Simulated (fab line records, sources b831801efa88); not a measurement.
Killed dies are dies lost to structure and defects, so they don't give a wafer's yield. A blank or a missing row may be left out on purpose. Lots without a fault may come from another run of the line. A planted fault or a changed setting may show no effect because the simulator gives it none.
Chamber matching | flow gf180mcu | GF_V5_CMP_26 on cmp-01: 4 sister chambers
The step polishes, stops on SiO2, t overpolish 15 s, target thk 0 nm. 4 wafers are shown with their chamber, then 7 later ones without.

WAFERS WITH THEIR CHAMBER
wafer  | chamber | motor_current_A (A)
L464.5 | 0       | 11.1
L467.5 | 3       | 11.9
L473.4 | 2       | 12.4
L473.5 | 1       | 9.8

WAFERS WITHOUT THEIR CHAMBER
wafer  | motor_current_A (A)
L473.6 | 10.7
L479.3 | 10.7
L479.4 | 12.7
L479.5 | 11.9
L483.2 | 12.1
L483.3 | 10.6
L483.5 | 11.4

WHICH CHAMBER EACH WENT THROUGH
wafer  | from the rows above     | in truth
L473.6 | can't be placed: 0 or 1 | 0
L479.3 | can't be placed: 0 or 1 | 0
L479.4 | can't be placed: 2 or 3 | 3
L479.5 | can't be placed: 3 or 2 | 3
L483.2 | can't be placed: 3 or 2 | 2
L483.3 | can't be placed: 0 or 1 | 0
L483.5 | can't be placed: 0 or 3 | 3
Placed correctly: 0 of 7. Can't be placed from these rows: 7 (the true chamber is among the candidates in 7). Placed wrongly: 0.
How it was worked out, from the rows above alone: a wafer's distance from a chamber is the root of the sum, over the readings, of the square of ((its reading less the chamber's mean) divided by the reading's scatter). The wafer belongs to the nearest chamber; if the next one is less than 2 further off, it can't be placed. A chamber's mean is the mean of its shown wafers. The scatter: with one shown wafer a chamber, the root of the mean of the squares of how far each hidden wafer lies from its nearest shown one.
